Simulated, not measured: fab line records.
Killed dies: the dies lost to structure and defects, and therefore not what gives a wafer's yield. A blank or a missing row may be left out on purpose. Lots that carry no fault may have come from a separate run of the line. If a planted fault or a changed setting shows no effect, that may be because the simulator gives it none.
A struck lot beside a sound one :: flow sfqLine :: 14 steps out of a route of 325
Sound: these wafers, L440.2, L440.4, L440.5. Struck: wafers L432.2, L432.5 (left out: L432.6, a lot-mate that was not struck); the cause follows at the end.
For every step that has rows: the tool of each side, followed by ch and its chambers, followed by its first start. Under that, the readings that differ: sound wafers :: struck wafers :: difference of the means :: sigmas: that difference in standard deviations of wafers without a fault.
alike: same words and numbers on both sides, and readings whose means sit less than 2 such deviations apart. not compared: any withheld reading, any reading some wafer has no value for, any bound like >300 that may hide the same value, and any number with overlapping values for which the record gives no deviation.
A row with sigmas, a row that says differs or no value, or rows on one side alone: a step with any of these is where the two part. Non-overlapping numbers with no deviation appear without sigmas and do not part them. Lack of a reading on every wafer of one side parts them only where that side has two or more wafers.

SFQ_TRILAYER_JJ_CE_ETCH_RIE_118: chemistry SF6, target Nb, stops on Al2O3, time 97.7 s, target depth 170 nm.
  sound on rieMetal-02 ch 0,1, day 68 06:03; struck on rieMetal-03 ch 0,1, day 63 09:13
reading: oesProductAu (a.u.)
sound: 1.008 0.998 1.011
struck: 0.980 0.992
difference: -0.020
sigmas: -2
  alike: drypumpMotorCurrentA
  not compared: rfHoursCounterH
following that, these wafers have no rows for 1 step: SFQ_TRILAYER_JJ_ANODIZE_ANODIZE_119.
SFQ_TRILAYER_JJ_CE_STRIP_STRIP_120: strips in O2.
  sound on rieMetal-04 ch 0,1, day 68 07:10; struck on rieMetal-03 ch 0,1, day 63 09:50
  alike: drypumpMotorCurrentA, oesProductAu
  not compared: rfHoursCounterH
then, 7 steps without rows for these wafers: SFQ_TRILAYER_JJ_CE_STRIP_SOLV_CLEAN_121 (cleans in NMP, time 600 s); SFQ_TRILAYER_M5_LITHO_COAT_128 (resist thk 62 nm); SFQ_TRILAYER_M5_LITHO_COAT_123 (resist thk 600 nm); SFQ_TRILAYER_M5_LITHO_SOFTBAKE_127; SFQ_TRILAYER_M5_LITHO_EXPOSE_124 (exposes mask M5, target cd 700 nm); SFQ_TRILAYER_M5_LITHO_PEB_126 (peb time 60 s); SFQ_TRILAYER_M5_LITHO_DEVELOP_125 (time 60 s).
-- the record jumps here: 4 days lie between the struck wafers' starts before and after --
SFQ_M5_OVL_MEAS_932:
  sound: overlay-01 at day 72 18:10; struck: overlay-02 at day 67 16:44
  alike: M5_OVL
SFQ_TRILAYER_M5_BARC_OPEN_METAL_ETCH_161: etches BARC in O2, target depth 125 nm, time 41.7 s.
  sound on rieMetal-01 ch 0,1, day 72 18:11; struck on rieMetal-04 ch 0, day 67 16:46
  alike: biasW, drypumpMotorCurrentA, oesProductAu
  not compared: rfHoursCounterH
SFQ_TRILAYER_M5_ETCH_METAL_ETCH_126: etches Nb in Cl2/BCl3, stops on SiO2, time 203.2 s, target depth 265 nm.
  sound on rieMetal-01 ch 0,1, day 72 18:15; struck on rieMetal-04 ch 0, day 67 16:49
reading: biasW (W)
sound: 79.56 79.90 79.70
struck: 86.49 86.32
difference: +6.69
sigmas: +29

reading: model.KrF_of_TRILAYER_M5_LITHO_COAT_123.thkNm (nm)
sound: 373.6 371.2 374
struck: 366 366.6
difference: -7
sigmas: 
  alike: drypumpMotorCurrentA, oesProductAu
  not compared: rfHoursCounterH
SFQ_TRILAYER_M5_STRIP_STRIP_127: strips in O2.
  sound on rieMetal-01 ch 0,1, day 72 18:26; struck on rieMetal-04 ch 0, day 67 17:01
  alike: drypumpMotorCurrentA, oesProductAu
  not compared: rfHoursCounterH

## WHERE THEY PART
Earliest at SFQ_TRILAYER_JJ_CE_ETCH_RIE_118; latest, in this record, at SFQ_TRILAYER_M5_ETCH_METAL_ETCH_126. Later steps at which nothing parts them and some readings are alike: SFQ_TRILAYER_M5_STRIP_STRIP_127.

WHY: what had been put in by the simulator
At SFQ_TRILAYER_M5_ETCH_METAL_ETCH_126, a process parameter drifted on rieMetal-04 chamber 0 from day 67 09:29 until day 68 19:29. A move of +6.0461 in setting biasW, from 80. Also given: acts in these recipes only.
